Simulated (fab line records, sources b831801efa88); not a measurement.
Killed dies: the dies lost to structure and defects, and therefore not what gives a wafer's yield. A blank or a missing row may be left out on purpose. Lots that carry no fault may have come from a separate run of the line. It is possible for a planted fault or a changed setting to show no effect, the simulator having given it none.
What tool caused it? + flow gf180mcu + 18 wafers from 6 lots sampled at 3 of the route's 602 steps

## WHAT EACH GAUGE READ, for each wafer
GF_LVPWELL_OVL_MEAS_07.
| lot  | measured    | on         | LVPWELL_OVL (nm) |
|------|-------------|------------|------------------|
| L920 | day 4 11:01 | overlay-01 | -1.2 -1.0 -2.0   |
| L923 | day 5 06:34 | overlay-01 | 2.2 1.3 0.8      |
| L925 | day 5 16:13 | overlay-02 | -1.5 -2.5 -2.4   |
| L928 | day 6 10:25 | overlay-02 | 0.1 0.0 -0.8     |
| L931 | day 7 03:31 | overlay-02 | 1.2 2.0 0.2      |
| L936 | day 8 07:55 | overlay-01 | 0.5 0.4 0.2      |

## EACH LOT AND THE TOOL THAT RAN IT (in order: tool; ch and the chambers of the sampled wafers; start)
| lot  | GF_STI_STRIP_15                    | GF_NWELL_STRIP_10                  |
|------|------------------------------------|------------------------------------|
| L920 | plasmaAsher-03 ch 0, day 2 17:02   | plasmaAsher-01 ch 0,1, day 3 22:12 |
| L923 | plasmaAsher-04 ch 0,1, day 3 09:23 | plasmaAsher-01 ch 0,1, day 4 16:23 |
| L925 | plasmaAsher-02 ch 0,1, day 3 18:23 | plasmaAsher-04 ch 0,1, day 5 01:24 |
| L928 | plasmaAsher-02 ch 0,1, day 4 10:02 | plasmaAsher-01 ch 0,1, day 5 19:36 |
| L931 | plasmaAsher-02 ch 0,1, day 5 01:35 | plasmaAsher-03 ch 0,1, day 6 12:09 |
| L936 | plasmaAsher-03 ch 0,1, day 6 03:59 | plasmaAsher-04 ch 0,1, day 7 15:54 |
- GF_STI_STRIP_15: strips in O2/N2.
- GF_NWELL_STRIP_10: strips in O2/N2.

## THE ANSWER, worked out from the rows above alone
Rule: the usual values come from the lots themselves. The widest of any qualifying gaps counts: lots, ordered by their means at a reading, are off when they make up no more than a third of the lots, leave a main group of 4 or more, and stand apart from it by 3 or more times the standard deviation of that group's means. A main group whose means are all the same, to the digits that the tables above print for the reading, isn't used. A lot without any number at a reading at which 4 lots or more have one is off too. The other lots that the step has rows for count as sound.
Across all readings shown, no lot is off: no conclusion can be drawn from this.

## WHAT THE SIMULATOR PUT IN
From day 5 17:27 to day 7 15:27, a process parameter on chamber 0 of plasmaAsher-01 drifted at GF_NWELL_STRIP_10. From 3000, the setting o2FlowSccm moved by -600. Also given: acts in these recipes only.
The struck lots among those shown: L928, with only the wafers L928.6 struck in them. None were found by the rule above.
